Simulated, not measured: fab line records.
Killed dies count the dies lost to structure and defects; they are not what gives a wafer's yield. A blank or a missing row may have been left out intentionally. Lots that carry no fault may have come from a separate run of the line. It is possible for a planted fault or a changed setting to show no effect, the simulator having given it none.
Which of the tools did it?    flow sky130    Sampling: 11 lots, 33 wafers, 2 of 708 route steps

## WHAT THE GAUGES SHOWED, per wafer
SKY_CAPM_RS_MEAS_03: uses a four-point probe to measure.
lot   measured      on             CAPM_TIN_RS (ohm/sq)
L186  day 36 16:30  film-metro-04  6.84 6.76 6.84
L187  day 37 05:10  film-metro-03  7.02 6.93 7.00
L189  day 37 08:41  film-metro-03  7.03 6.87 6.89
L191  day 37 23:11  film-metro-01  6.92 6.78 6.85
L194  day 38 22:15  film-metro-03  6.98 6.91 6.96
L197  day 40 02:27  film-metro-03  9.62 9.71 9.47 9.61 9.72 9.49
L198  day 40 07:13  film-metro-03  9.49 9.76 9.53 9.52 9.75 9.53
L199  day 40 11:59  film-metro-03  6.78 6.89 6.80
L200  day 40 15:00  film-metro-03  9.68 9.78 9.50 9.66 9.75 9.48
L208  day 43 01:30  film-metro-01  6.89 6.91 7.05
L209  day 43 02:47  film-metro-03  7.06 6.90 6.83

## WHAT TOOL EACH LOT RAN ON (gives the tool, then ch and the chambers of the sampled wafers, and finally the start)
lot   SKY_CAPM_SPUTTER_02
L186  pvd-sputter-01, day 36 16:23
L187  pvd-sputter-04, day 37 05:01
L189  pvd-sputter-04, day 37 08:34
L191  pvd-sputter-02, day 37 23:02
L194  pvd-sputter-02, day 38 22:08
L197  pvd-sputter-02, day 40 02:18
L198  pvd-sputter-02, day 40 07:07
L199  pvd-sputter-01, day 40 11:51
L200  pvd-sputter-02, day 40 14:53
L208  pvd-sputter-04, day 43 01:20
L209  pvd-sputter-01, day 43 02:41
- SKY_CAPM_SPUTTER_02: material TiN, target thk 200 nm, time 166.7 s.

## THE ANSWER, worked out from the rows above alone
Rule: usual is defined by the lots themselves. Put in order of their means at a reading, lots are off if they are a third of the lots or fewer, leave a main group of 4 or more, and stand apart from it by a gap of 3 or more times the standard deviation of the main group's means; of several such gaps the widest counts. If all means in a main group match to the digits the tables above print for the reading, that group is not used. A lot without any number at a reading at which 4 lots or more have one is off too. Any other lot the step has rows for is counted as sound.
Off: L197, L198, L200, at SKY_CAPM_RS_MEAS_03 (CAPM_TIN_RS). The main group has a mean of 6.90 ohm/sq with a standard deviation of 0.061.
If a tool, at a process step before that reading, ran all the lots that are off and no sound lot after the first of them, it fits. The gauges at SKY_CAPM_RS_MEAS_03 are tried like those tools. One candidate fits, namely pvd-sputter-02 at SKY_CAPM_SPUTTER_02. Its last sound lot is L194 (day 38 22:08), its first lot that is off L197 (day 40 02:18): a fault that began between those two fits.

## WHAT WAS PUT IN BY THE SIMULATOR
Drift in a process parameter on pvd-sputter-02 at SKY_CAPM_SPUTTER_02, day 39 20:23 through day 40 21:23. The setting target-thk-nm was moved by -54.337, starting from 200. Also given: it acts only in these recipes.
Lots struck among those shown: L197, L198, L200. The rule above reached the same finding.
